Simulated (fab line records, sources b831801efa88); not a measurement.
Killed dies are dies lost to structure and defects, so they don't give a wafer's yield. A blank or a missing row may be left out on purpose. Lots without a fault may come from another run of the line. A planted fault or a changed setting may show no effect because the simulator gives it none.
One fault seen from 2 desks | flow sfq_line | each desk has only its own numbers; what lay behind them comes last

THE METROLOGY DESK
What the gauges read, lot by lot, whatever tool the lot ran on: means of the sampled wafers that have a number. A lot is out of limits, marked OUT, if its mean lies more than 4 standard deviations from the usual mean; the brackets give that distance.
Columns: A = M4_OVL at SFQ_M4_OVL_MEAS_926, usual -2 nm
lot  | first seen here | A
L570 | day 37 14:16    | -1
L571 | day 48 09:14    | -6
L572 | day 48 11:38    | -3
L573 | day 48 12:49    | -6
L575 | day 49 02:02    | 4
L576 | day 49 11:37    | -3
L579 | day 50 12:49    | -4
L580 | day 50 16:20    | -1
L581 | day 50 18:44    | -3
L584 | day 51 19:56    | -11
L585 | day 51 23:32    | -8
L586 | day 52 09:08    | -8
L590 | day 53 12:31    | -1
L593 | day 56 03:56    | -4
This desk's finding: nothing out of limits on any of the 14 lots.

THE TOOL OWNER'S DESK: cmp-01
The tool's own readings at SFQ_TRILAYER_I1_CMP_CMP_046 (polishes SiO2): means of the sampled wafers that have a number, for each lot that ran on this tool. A lot is out of limits, marked OUT, if its mean lies more than 4 standard deviations from the usual mean; the brackets give that distance.
Columns: A = motor_current_A at SFQ_TRILAYER_I1_CMP_CMP_046, usual 10.1 A; B = time_to_endpoint_s at SFQ_TRILAYER_I1_CMP_CMP_046, usual 214 s
lot  | first seen here | A    | B
L573 | day 24 17:12    | 10.7 | 221
L576 | day 26 11:42    | 10.4 | 214
L580 | day 28 02:26    | 10.7 | 223
L584 | day 29 05:12    | 10.6 | 205
L585 | day 29 11:42    | 10.4 | 207
L593 | day 32 15:25    | 10.5 | 216
This desk's finding: nothing out of limits on any of the 6 lots.

PUT TOGETHER
The metrology desk saw nothing out of limits.
The tool owner's desk saw nothing out of limits.

WHAT THE SIMULATOR HAD PUT IN
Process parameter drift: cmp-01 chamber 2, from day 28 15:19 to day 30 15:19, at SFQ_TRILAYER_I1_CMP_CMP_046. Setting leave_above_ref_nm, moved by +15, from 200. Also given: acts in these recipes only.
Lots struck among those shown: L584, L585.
